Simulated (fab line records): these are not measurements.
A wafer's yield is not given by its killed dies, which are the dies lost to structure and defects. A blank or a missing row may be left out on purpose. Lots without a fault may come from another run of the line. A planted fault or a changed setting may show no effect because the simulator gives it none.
Struck lot and sound lot, side by side -- flow sky130 -- 32 steps out of a route of 708
Sound: wafers L750.1, L750.2, L750.6. Wafers L760.1, L760.4, L760.5 were the ones struck. The cause is named last.
For every step that has rows: the tool of each side, followed by ch and its chambers, followed by its first start. Under that, the readings that differ: sound wafers -- struck wafers -- difference of the means -- sigmas: that difference in standard deviations of wafers without a fault.
alike: same words and numbers on both sides, and readings whose means sit less than 2 such deviations apart. not compared: any withheld reading, any reading some wafer has no value for, any bound like >300 that may hide the same value, and any number with overlapping values for which the record gives no deviation.
A row with sigmas, a row that says differs or no value, or rows on one side alone: a step with any of these is where the two part. Non-overlapping numbers with no deviation appear without sigmas and do not part them. Lack of a reading on every wafer of one side parts them only where that side has two or more wafers.

SKY_PWDE_OVL_MEAS_07:
  sound on overlay-01 at day 5 09:08; struck on overlay-02 at day 7 01:15
  alike: PWDE_OVL
following that, these wafers have no rows for 1 step: SKY_PWDE_IMPLANT_08.
SKY_PWDE_STRIP_09: strips in O2/N2.
  sound on plasma_asher-01 ch 0,1, day 5 09:19; struck on plasma_asher-01 ch 0, day 7 01:26
  alike: drypump_motor_current_A, oes_product_au, strip_time_to_endpoint_s
  not compared: rf_hours_counter_h
SKY_PWDE_TW_MEAS_10:
  sound on film_metro-04 at day 5 09:25; struck on film_metro-02 at day 7 01:32
  alike: PWDE_TW
then, 7 steps without rows for these wafers: SKY_NWELL_DEHYDRATE_03 (time 60 s); SKY_NWELL_HMDS_04 (prime time 60 s); SKY_NWELL_COAT_05 (resist thk 3000 nm); SKY_NWELL_SOFTBAKE_06; SKY_NWELL_EXPOSE_07 (exposes mask NWM, target cd 840 nm); SKY_NWELL_PEB_08; SKY_NWELL_DEVELOP_09 (develop time 60 s).
SKY_NWELL_OVL_MEAS_10:
  sound on overlay-02 at day 6 03:35; struck on overlay-01 at day 7 19:14
  alike: NWELL_00_OVL
SKY_NWELL_IMPLANT_11:
  sound on implanter-03 ch 0, day 6 03:37; struck on implanter-03 ch 0, day 7 19:16
reading,sound,struck,difference,sigmas
dose_ions_cm2,1.8999e+13 1.8971e+13 1.9e+13,1.9474e+13 1.9503e+13 1.949e+13,+4.9900e+11,+26
  alike: beam_on_s, end_station_pressure_torr
then, 2 steps without rows for these wafers: SKY_NWELL_IMPLANT_12; SKY_NWELL_IMPLANT_13.
SKY_NWELL_STRIP_14: strips in O2/N2.
  sound on plasma_asher-04 ch 0,1, day 6 04:04; struck on plasma_asher-02 ch 0,1, day 7 19:43
  alike: drypump_motor_current_A, oes_product_au, strip_time_to_endpoint_s
  not compared: rf_hours_counter_h
SKY_NWELL_TW_MEAS_15:
  sound on film_metro-02 at day 6 04:10; struck on film_metro-03 at day 7 19:49
  alike: NWELL_TW
then, 7 steps without rows for these wafers: SKY_NWELL_DEHYDRATE_16 (time 60 s); SKY_NWELL_HMDS_17 (prime time 60 s); SKY_NWELL_COAT_18 (resist thk 3000 nm); SKY_NWELL_SOFTBAKE_19; SKY_NWELL_EXPOSE_20 (exposes mask NWM COMPLEMENT, target cd 840 nm); SKY_NWELL_PEB_21; SKY_NWELL_DEVELOP_22 (develop time 60 s).
SKY_NWELL_OVL_MEAS_23:
  sound on overlay-01 at day 6 23:40; struck on overlay-02 at day 8 16:40
  alike: NWELL_01_OVL
following that, these wafers have no rows for 1 step: SKY_NWELL_IMPLANT_24.
SKY_NWELL_STRIP_25: strips in O2/N2.
  sound on plasma_asher-02 ch 0,1, day 6 23:51; struck on plasma_asher-01 ch 1, day 8 16:51
reading,sound,struck,difference,sigmas
drypump_motor_current_A (A),5.9 6.4 5.9,4.9 4.9 4.9,-1.2,-2
  alike: oes_product_au, strip_time_to_endpoint_s
  not compared: rf_hours_counter_h
SKY_NWELL_TW_MEAS_26:
  sound on film_metro-02 at day 6 23:57; struck on film_metro-03 at day 8 16:57
  alike: NWELL_2_TW
then, 1 step without rows for these wafers: SKY_NWELL_CLEAN_27 (cleans in SC1/SC2, time 150 s).
SKY_NWELL_RTA_28: time 30 s.
  sound on rtp_anneal-02 ch 0, day 7 00:04; struck on rtp_anneal-02 ch 0, day 8 17:04
  alike: lamp_power_pct, wafer_temp_C_max
SKY_NWELL_RS_MEAS_29: a four-point-probe measurement.
  sound on film_metro-04 at day 7 00:10; struck on film_metro-04 at day 8 17:31
reading,sound,struck,difference,sigmas
NWELL_RS (ohm/sq),621.1 622.5 621.9,616.2 616.0 617.8,-5.2,-3
  not compared: hold
-- the record jumps here: 40 days lie between the struck wafers' starts before and after (it left off in module NWELL and takes up again in module PAD_OPEN, whose first step shown is number 708 of the route) --
SKY_PAD_OPEN_PROBE_99:
  sound on prober-01 at day 47 09:05; struck on prober-01 at day 49 00:31
  alike: killed_at_M0_to_M3, killed_at_M4_up, killed_at_contacts, killed_at_front_end, killed_at_other, killed_dies, killed_open, killed_short

== WHERE THEY PART ==
At SKY_NWELL_IMPLANT_11 first; at SKY_NWELL_RS_MEAS_29 last (within this record only). Later steps at which nothing parts them and some readings are alike: SKY_PAD_OPEN_PROBE_99.

WHY: what had been put in by the simulator
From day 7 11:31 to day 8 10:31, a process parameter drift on implanter-03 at SKY_NWELL_IMPLANT_11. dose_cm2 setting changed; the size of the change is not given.
